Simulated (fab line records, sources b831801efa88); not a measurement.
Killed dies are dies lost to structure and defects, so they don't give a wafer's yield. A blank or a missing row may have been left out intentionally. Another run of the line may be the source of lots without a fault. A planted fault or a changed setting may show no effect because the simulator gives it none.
A lot that was struck, set against a sound lot    flow sfq line    41 steps out of a route of 325
Sound: the wafers L776.1, L776.4, L776.6. Struck: wafer L782.1. (L782.2, L782.5 of the same lot were not struck and are left out.) The cause comes at the end.
At each step with rows: each side's tool, then ch and its chambers, then its first start. Under that, the readings that differ: sound wafers    struck wafers    difference of the means    sigmas: that difference in standard deviations of wafers without a fault.
alike: readings whose means differ by less than 2 such deviations, and words and numbers that are the same on both sides. not compared: withheld readings, readings that some wafer has no value for, bounds like >300 that may hide the same value, and numbers for which the record gives no deviation and whose values overlap.
A row with sigmas, a row that says differs or no value, or rows on one side alone: a step with any of these is where the two part. Numbers that have no deviation but don't overlap get no sigmas and don't part them. A reading that every wafer of one side lacks parts them only if that side has two wafers or more.

first, 6 steps without rows for these wafers: SFQ_TRILAYER_L0_VIA_LITHO_COAT_018 (resist thk 62 nm); SFQ_TRILAYER_L0_VIA_LITHO_COAT_013 (resist thk 650 nm); SFQ_TRILAYER_L0_VIA_LITHO_SOFTBAKE_017; SFQ_TRILAYER_L0_VIA_LITHO_EXPOSE_014 (exposes mask L0V, target cd 700 nm); SFQ_TRILAYER_L0_VIA_LITHO_PEB_016 (peb time 60 s); SFQ_TRILAYER_L0_VIA_LITHO_DEVELOP_015 (time 60 s).
SFQ_L0V_OVL_MEAS_903:
  sound: overlay-02 at day 9 10:58; struck: overlay-01 at day 11 07:17
  alike: L0V_OVL
then, 5 steps without rows for these wafers: SFQ_TRILAYER_L0_VIA_BARC_OPEN_VIA_ETCH_021 (etches BARC in O2, target depth 125 nm, time 41.7 s); SFQ_TRILAYER_L0_VIA_ETCH_VIA_ETCH_016 (etches SiO2 in CHF3, stops on MoNx KI, target depth 80 nm); SFQ_TRILAYER_L0_VIA_STRIP_STRIP_017 (strips in O2); SFQ_TRILAYER_L0_VIA_STRIP_SOLV_CLEAN_018 (cleans in NMP, time 600 s); SFQ_TRILAYER_M0_DEP_PRE_CLEAN_020 (time 15 s).
SFQ_TRILAYER_M0_DEP_SPUTTER_019: material Nb, target thk 200 nm, time 133.3 s.
  sound: pvd sputter-06 at day 9 11:53; struck: pvd sputter-06 at day 11 08:13
reading                                              sound              struck  difference  sigmas
model.Nb_of_TRILAYER_M0_DEP_SPUTTER_019.thk nm (nm)  204.8 202.8 203.8  298.8   +95.0       
  alike: throttle valve pct
SFQ_M0_RS_MEAS_904: measurement is done with a four-point probe.
  sound: film metro-04 at day 9 11:59; struck: film metro-01 at day 11 08:36
reading            sound              struck  difference  sigmas
M0_NB_RS (ohm/sq)  0.868 0.877 0.876  0.594   -0.280      -29
  not compared: hold
then, 5 steps without rows for these wafers: SFQ_TRILAYER_M0_LITHO_COAT_021 (resist thk 600 nm); SFQ_TRILAYER_M0_LITHO_SOFTBAKE_025; SFQ_TRILAYER_M0_LITHO_EXPOSE_022 (exposes mask M0, target cd 500 nm); SFQ_TRILAYER_M0_LITHO_PEB_024 (peb time 60 s); SFQ_TRILAYER_M0_LITHO_DEVELOP_023 (time 60 s).
-- the record jumps here: 5 days lie between the struck wafers' starts before and after --
SFQ_M0_OVL_MEAS_906:
  sound: overlay-01 at day 14 02:11; struck: overlay-01 at day 16 03:50
reading      sound     struck  difference  sigmas
M0_OVL (nm)  -5 -3 -2  9       +12         +2
then, 1 step without rows for these wafers: SFQ_TRILAYER_M0_BARC_OPEN_METAL_ETCH_031 (etches BARC in O2, target depth 125 nm, time 41.7 s).
SFQ_TRILAYER_M0_ETCH_METAL_ETCH_024: etches Nb in Cl2/Ar, stops on SiO2, target depth 240 nm, time 120 s.
  sound on rie metal-04 ch 0,1, day 14 02:17; struck on rie metal-02 ch 0, day 16 03:56
reading                sound              struck  difference  sigmas
oes product au (a.u.)  0.907 0.904 0.908  1.020   +0.114      +16
  alike: drypump motor current A, he backside leak sccm
  not compared: rf hours counter h
SFQ_TRILAYER_M0_STRIP_STRIP_025: strips in O2.
  sound on rie metal-04 ch 0,1, day 14 02:24; struck on rie metal-02 ch 0, day 16 04:04
  alike: drypump motor current A, he backside leak sccm, oes product au, platen temp c
  not compared: rf hours counter h
then, 2 steps without rows for these wafers: SFQ_TRILAYER_M0_STRIP_SOLV_CLEAN_026 (cleans in NMP, time 600 s); SFQ_TRILAYER_I0_DEP_PECVD_027 (deposits SiO2 from SiH4/N2O, time 111.11 s, target thk 500 nm).
SFQ_TRILAYER_I0_CMP_CMP_028: polishes SiO2.
  sound on cmp-02 ch 1,3, day 14 03:46; struck on cmp-02 ch 1, day 16 04:55
  alike: motor current A, time to endpoint s
SFQ_I0_BOW_MEAS_907:
  sound: film metro-01 at day 14 06:16; struck: film metro-01 at day 16 07:55
  alike: I0_BOW
SFQ_TRILAYER_I0_METRO_MEASURE_029:
  sound: film metro-01 at day 14 06:23; struck: film metro-01 at day 16 08:02
  alike: thk nm
then, 6 steps without rows for these wafers: SFQ_TRILAYER_I0_VIA_LITHO_COAT_036 (resist thk 62 nm); SFQ_TRILAYER_I0_VIA_LITHO_COAT_031 (resist thk 650 nm); SFQ_TRILAYER_I0_VIA_LITHO_SOFTBAKE_035; SFQ_TRILAYER_I0_VIA_LITHO_EXPOSE_032 (exposes mask I0, target cd 500 nm); SFQ_TRILAYER_I0_VIA_LITHO_PEB_034 (peb time 60 s); SFQ_TRILAYER_I0_VIA_LITHO_DEVELOP_033 (time 60 s).
-- the record jumps here: 6 days lie between the struck wafers' starts before and after --
SFQ_I0_OVL_MEAS_908:
  sound: overlay-01 at day 19 20:35; struck: overlay-01 at day 22 12:33
  alike: I0_OVL
SFQ_TRILAYER_I0_VIA_BARC_OPEN_VIA_ETCH_046: etches BARC in O2, target depth 125 nm, time 41.7 s.
  sound on rie diel-03 ch 0,1,3, day 19 20:37; struck on rie diel-04 ch 2, day 22 12:35
reading                sound              struck  difference  sigmas
oes product au (a.u.)  0.681 0.691 0.679  0.693   +0.009      +2
  alike: drypump motor current A
  not compared: rf hours counter h
SFQ_TRILAYER_I0_VIA_ETCH_VIA_ETCH_034: etches SiO2 in CHF3, stops on Nb, target depth 260 nm.
  sound on rie diel-03 ch 0,1,3, day 19 20:39; struck on rie diel-04 ch 2, day 22 12:38
  alike: drypump motor current A, oes product au
then, 3 steps without rows for these wafers: SFQ_TRILAYER_I0_VIA_STRIP_STRIP_035 (strips in O2); SFQ_TRILAYER_I0_VIA_STRIP_SOLV_CLEAN_036 (cleans in NMP, time 600 s); SFQ_TRILAYER_M1_DEP_PRE_CLEAN_038 (time 22.5 s).
-- the record jumps here: 63 days lie between the struck wafers' starts before and after --
SFQ_M8_BOW_MEAS_951:
  sound: film metro-02 at day 85 01:43; struck: film metro-02 at day 85 09:40
reading                        sound                 struck  difference  sigmas
model.etest.m0.comb log10 ohm  12 12 12              0       -12         
model.etest.m0.ohm sq          0.8686 0.8769 0.8728  0.5951  -0.2777     
  alike: M8_BOW

## WHERE THEY PART
At SFQ_M0_RS_MEAS_904 first; at SFQ_TRILAYER_I0_VIA_BARC_OPEN_VIA_ETCH_046 last (within this record only). Later steps at which nothing parts them and some readings are alike: SFQ_TRILAYER_I0_VIA_ETCH_VIA_ETCH_034, SFQ_M8_BOW_MEAS_951.

WHY: whatever the simulator had introduced
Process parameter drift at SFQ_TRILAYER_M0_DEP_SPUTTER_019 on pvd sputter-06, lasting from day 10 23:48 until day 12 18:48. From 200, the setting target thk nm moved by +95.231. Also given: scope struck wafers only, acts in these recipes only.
